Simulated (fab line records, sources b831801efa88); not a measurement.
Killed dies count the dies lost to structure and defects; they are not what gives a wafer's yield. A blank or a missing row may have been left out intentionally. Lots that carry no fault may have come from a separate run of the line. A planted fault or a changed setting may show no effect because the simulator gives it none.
fab line records | flow sky130 | part 2 of 2: steps 30 to 38 of 38
record lots=5 wafers=15 last-day=50
route steps=708 shown RES_XHIGH@340 SD_N@342 SD_P@359 SALICIDE@361 LI_CONTACT@362
lots that met no fault: from a run of the same line without faults
start-h: the number of hours between the record's first day and the start of the first shown wafer of the lot | wait-h: hours since the lot's step before | " the same as in the row above | L1.1+2: one row covering several wafers at once | - no value present, or no start provided | * or withheld: withheld | < > ~ a bound
route shown NAME@n: a module of which the file shows steps, and the number in the route of the first | usual: the fault-free wafers' mean and standard deviation | same: alike in all rows | chamber/n: place in a boat | sites: the reading at each site | _std_site: the standard deviation of these | _edge_site: inner sites' mean taken away from outer sites' mean | radius-mm: how far each site lies from the wafer's centre | mask NAME#n: copy n | behind: tool/chamber where the wafer was last shaped | hold: why the lot was held/for how many hours/how that ended | device: whichever transistor did not switch (one of n, p or np) | end of line: tests run on the same wafers once the route is complete | a step without rows: its recipe alone | killed: dies lost to structure and defects at the first sort, not the wafer's yield | map: shows each die of a wafer: x if killed, . if not, _ if none is there
set.NAME: the setting as run; set.NAME@STEP: as run at that earlier step | model.NAME: the simulator's own value behind a step, which no gauge read
certain route steps with their lots: each step a table, each wafer a row
services: the hour from which a tool's chamber was out of use, counted from the record's first day as start-h (under 0 if before that day), plus the number of hours and why
## steps
# step SKY_LI_CONTACT_SOFTBAKE_08
# recipe temp-c=100 time-s=90 resist=KrF-thick
# usual heater-power-total-W=57.37/0.11
# columns lot.wafer tool chamber start-h wait-h heater-power-total-W
L074.4 litho-track-01 0 - - 57.28
L074.5 " 0 " " 57.50
L074.6 " 0 " " 57.37
L075.2 litho-track-03 0 - - 57.30
L075.3 " 0 " " 57.40
L075.6 " 0 " " 57.21
L086.2 litho-track-04 0 - - 57.32
L086.4 " 0 " " 57.58
L086.5 " 0 " " 57.37
L095.1 litho-track-04 0 - - 57.28
L095.5 " 0 " " 57.29
L095.6 " 0 " " 57.52
L097.1 litho-track-01 0 - - 57.24
L097.3 " 0 " " 57.26
L097.5 " 0 " " 57.33
# step SKY_LI_CONTACT_EXPOSE_09
# recipe mask-id=LICM1 na=0.8 source-shape=annular sigma-inner=0.55 sigma-outer=0.85 target-cd-nm=170 dose-mj=38
# usual stage-vel-mm-s=500.02/0.23
# columns lot.wafer tool chamber start-h wait-h mask stage-vel-mm-s
L074.4 krf-scanner-02 0 - - LICM1#0 500.37
L074.5 " 0 " " LICM1#0 500.24
L074.6 " 0 " " LICM1#0 500.12
L075.2 krf-scanner-02 0 - - LICM1#0 500.03
L075.3 " 0 " " LICM1#0 499.53
L075.6 " 0 " " LICM1#0 500.06
L086.2 krf-scanner-02 0 - - LICM1#0 499.59
L086.4 " 0 " " LICM1#0 499.29
L086.5 " 0 " " LICM1#0 499.83
L095.1 krf-scanner-01 0 - - LICM1#0 499.89
L095.5 " 0 " " LICM1#0 499.89
L095.6 " 0 " " LICM1#0 499.84
L097.1 krf-scanner-02 0 - - LICM1#0 500.09
L097.3 " 0 " " LICM1#0 499.86
L097.5 " 0 " " LICM1#0 500.01
# step SKY_LI_CONTACT_PEB_10
# recipe peb-temp-c=withheld peb-time-s=withheld resist=KrF-thick
# columns lot.wafer tool chamber start-h wait-h
L074.4+5+6 litho-track-01 0 - -
L075.2+3+6 litho-track-01 0 - -
L086.2+4+5 litho-track-04 0 - -
L095.1+5+6 litho-track-01 0 - -
L097.1+3+5 litho-track-03 0 - -
# step SKY_LI_CONTACT_DEVELOP_11
# recipe develop-time-s=60 resist=KrF-thick dev-temp-c=21
# columns lot.wafer tool chamber start-h wait-h
L074.4+5+6 litho-track-01 0 - -
L075.2+3+6 litho-track-01 0 - -
L086.2+4+5 litho-track-04 0 - -
L095.1+5+6 litho-track-01 0 - -
L097.1+3+5 litho-track-03 0 - -
# step SKY_LI_CONTACT_CD_MEAS_12
# recipe target-cd-nm=170
# usual cd-nm=170.8/1.9
# columns lot.wafer tool chamber start-h wait-h cd-nm
L074.4 cd-sem-01 - 682.76 - 169.3
L074.5 " - " " 169.7
L074.6 " - " " 170.2
L075.2 cd-sem-02 - 687.17 - 175.6
L075.3 " - " " 173.7
L075.6 " - " " 174.6
L086.2 cd-sem-01 - 778.27 - 169.9
L086.4 " - " " 169.1
L086.5 " - " " 169.5
L095.1 cd-sem-02 - 840.70 - 171.7
L095.5 " - " " 170.6
L095.6 " - " " 170.7
L097.1 cd-sem-01 - 856.76 - 170.9
L097.3 " - " " 169.8
L097.5 " - " " 170.2
# step SKY_LI_CONTACT_OVL_MEAS_13
# usual LI_CONTACT_OVL=-1/4.2
# columns lot.wafer tool chamber start-h wait-h LI_CONTACT_OVL[nm]
L074.4 overlay-01 - 682.84 0.1 1
L074.5 " - " " -5
L074.6 " - " " -5
L075.2 overlay-02 - 687.27 0.1 1
L075.3 " - " " -1
L075.6 " - " " 0
L086.2 overlay-01 - 778.37 0.1 0
L086.4 " - " " 0
L086.5 " - " " 5
L095.1 overlay-02 - 840.82 0.1 -12
L095.5 " - " " -7
L095.6 " - " " -3
L097.1 overlay-01 - 856.88 0.1 -6
L097.3 " - " " -9
L097.5 " - " " -9
# step SKY_LI_CONTACT_ETCH_14
# recipe chemistry=N2/H2 target=BARC ion-energy-ev=200 source-w=500 bias-w=100 pressure-mtorr=30 n2-flow-sccm=100 h2-flow-sccm=200 stop-on=SiO2 time-s=45.9 target-depth-a=600
# usual bias-w=100.05/0.29 drypump-motor-current-A=5.7/0.41 oes-product-au=0.855/0.0048 throttle-valve-pct=13.223/0.011
# columns lot.wafer tool chamber start-h wait-h bias-w drypump-motor-current-A oes-product-au rf-hours-counter-h throttle-valve-pct
L074.4 rie-diel-04 3 682.85 0.0 100.01 5.7 0.857 21 13.222
L074.5 " 1 " " 100.45 5.9 0.857 - 13.228
L074.6 " 2 " " 99.56 6.4 0.858 - 13.208
L075.2 rie-diel-01 3 687.30 0.0 99.75 5.5 0.855 5 13.205
L075.3 " 2 " " 100.08 6.1 0.856 29 13.210
L075.6 " 1 " " 100.03 5.5 0.850 - 13.213
L086.2 rie-diel-03 3 778.40 0.0 100.16 5.3 0.857 13 13.217
L086.4 " 0 " " 99.85 5.8 0.860 6 13.219
L086.5 " 2 " " 99.74 5.3 0.848 - 13.232
L095.1 rie-diel-04 3 840.86 0.0 99.89 5.7 0.861 25 13.215
L095.5 " 1 " " 99.50 6.0 0.849 - 13.228
L095.6 " 2 " " 99.99 6.4 0.855 - 13.220
L097.1 rie-diel-04 2 856.91 0.0 100.02 6.4 0.853 8 13.233
L097.3 " 3 " " 99.80 5.7 0.854 26 13.223
L097.5 " 2 " " 100.05 6.4 0.847 - 13.221
# step SKY_LI_CONTACT_ETCH_15
# recipe target=PSG chemistry=C4F8/O2/Ar stop-on=Si taper-deg=4.15 mask-material=KrF-thick source-w=1500 bias-w=1200 pressure-mtorr=40 c4f8-flow-sccm=withheld O2_flow_sccm=6 Ar_flow_sccm=300 time-s=withheld target-depth-a=6000
# usual bias-w=1200/3.5 oes-product-au=0.837/0.0046
# columns lot.wafer tool chamber start-h wait-h bias-w oes-product-au
L074.4 rie-diel-04 3 682.90 0.0 1200 0.828
L074.5 " 1 " " 1207 0.832
L074.6 " 2 " " 1203 0.836
L075.2 rie-diel-01 3 687.35 0.0 1204 0.844
L075.3 " 2 " " 1201 0.835
L075.6 " 1 " " 1205 0.837
L086.2 rie-diel-03 3 778.44 0.0 1205 0.842
L086.4 " 0 " " 1197 0.828
L086.5 " 2 " " 1199 0.831
L095.1 rie-diel-04 3 840.90 0.0 1202 0.832
L095.5 " 1 " " 1196 0.840
L095.6 " 2 " " 1200 0.835
L097.1 rie-diel-04 2 856.95 0.0 1204 0.836
L097.3 " 3 " " 1207 0.840
L097.5 " 2 " " 1200 0.835
# step SKY_LI_CONTACT_STRIP_16
# recipe chemistry=O2/N2 power-w=1400 pressure-mtorr=1500 platen-temp-c=withheld o2-flow-sccm=3000 n2-flow-sccm=300 overash-fraction=0.5
# usual drypump-motor-current-A=5.8/0.31 oes-product-au=0.376/0.0052 strip-time-to-endpoint-s=3.50/0.049
# same overash-fraction=0.5
# columns lot.wafer tool chamber start-h wait-h drypump-motor-current-A oes-product-au rf-hours-counter-h strip-time-to-endpoint-s
L074.4 plasma-asher-04 1 683.02 - 5.0 0.369 - 3.46
L074.5 " 1 " " 5.0 0.378 - 3.45
L074.6 " 0 " " 5.7 0.372 - 3.51
L075.2 plasma-asher-04 0 687.43 - 5.7 0.375 27 3.46
L075.3 " 1 " " 5.0 0.375 - 3.36
L075.6 " 0 " " 5.7 0.376 - 3.50
L086.2 plasma-asher-03 1 778.53 - 5.8 0.370 2 3.54
L086.4 " 0 " " 6.0 0.373 - 3.57
L086.5 " 0 " " 6.0 0.386 - 3.54
L095.1 plasma-asher-02 0 840.98 - 6.0 0.370 95 3.48
L095.5 " 0 " " 6.0 0.374 - 3.47
L095.6 " 1 " " 5.7 0.376 - 3.53
L097.1 plasma-asher-02 0 857.04 - 6.0 0.377 97 3.49
L097.3 " 0 " " 6.1 0.377 - 3.46
L097.5 " 0 " " 6.0 0.370 - 3.47
## services
# columns tool chamber start-h hours kind
rie-diel-04 2 616.03 16.7 repair
rie-diel-04 - 617.70 0.5 repair
plasma-asher-01 - 626.76 2.8 pm
implanter-04 - 629.13 4.7 pm
iline-stepper-02 - 662.18 8.9 pm
krf-scanner-02 - 670.06 1.3 pm
iline-stepper-02 - 671.07 1.7 pm
implanter-04 - 678.88 4.5 pm
plasma-asher-03 - 712.77 6.4 repair
krf-scanner-02 - 720.36 1.0 pm
plasma-asher-03 - 733.75 9.0 pm
rie-diel-04 3 735.03 1.8 repair
krf-scanner-02 - 748.80 0.8 pm
krf-scanner-02 - 754.67 0.8 pm
implanter-04 - 756.00 3.2 repair
plasma-asher-03 - 762.36 8.8 repair
implanter-04 - 770.75 3.4 repair
rtp-anneal-02 - 793.01 4.6 pm
plasma-asher-03 - 795.80 2.8 repair
krf-scanner-02 - 798.97 0.9 repair
implanter-04 - 843.91 2.5 repair
krf-scanner-02 - 845.96 1.3 pm
plasma-asher-04 - 851.89 6.8 repair
krf-scanner-02 - 856.48 0.2 repair
